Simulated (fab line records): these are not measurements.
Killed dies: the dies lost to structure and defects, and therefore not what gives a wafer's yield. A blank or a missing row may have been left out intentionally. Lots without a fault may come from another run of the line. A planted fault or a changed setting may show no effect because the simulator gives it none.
The tool behind it: which one? ; flow sky130 ; 12 lots (36 wafers sampled), 1 step of a 708-step route

== WHAT THE GAUGES READ, wafer by wafer ==
SKY_LI_CONTACT_BOW_MEAS_03.
lot;measured;on;LI_CONTACT_BOW (um)
L078;day 29 18:25;film_metro-02;54 50 45
L074;day 29 23:41;film_metro-02;59 63 73
L080;day 30 12:58;film_metro-04;54 63 67
L081;day 30 17:26;film_metro-02;57 58 54
L083;day 31 15:40;film_metro-04;80 54 52
L085;day 32 00:14;film_metro-02;56 53 59
L087;day 32 16:49;film_metro-01;51 52 45
L089;day 33 07:19;film_metro-04;69 64 65
L091;day 33 21:37;film_metro-04;48 59 58
L093;day 34 13:07;film_metro-01;68 56 67
L095;day 35 07:20;film_metro-01;66 62 56
L097;day 35 17:34;film_metro-01;62 52 45

== WHICH TOOL RAN EACH LOT (tool, then ch and the chambers of the sampled wafers, then the start) ==
Record: no process step prior to these readings.

== THE ANSWER, worked out from the rows above alone ==
Rule: the lots themselves supply what counts as usual. Put in order of their means at a reading, lots are off if they are a third of the lots or fewer, leave a main group of 4 or more, and stand apart from it by a gap of 3 or more times the standard deviation of the main group's means; of several such gaps the widest counts. A main group is skipped when, at the precision printed for the reading in the tables above, its means are all equal. Also off: a lot with no number at a reading for which 4 or more lots have one. Where the step has rows for the other lots, those lots are counted as sound.
No lot is off on any of the readings shown, so nothing can be concluded from this.

== WHAT THE SIMULATOR PUT IN ==
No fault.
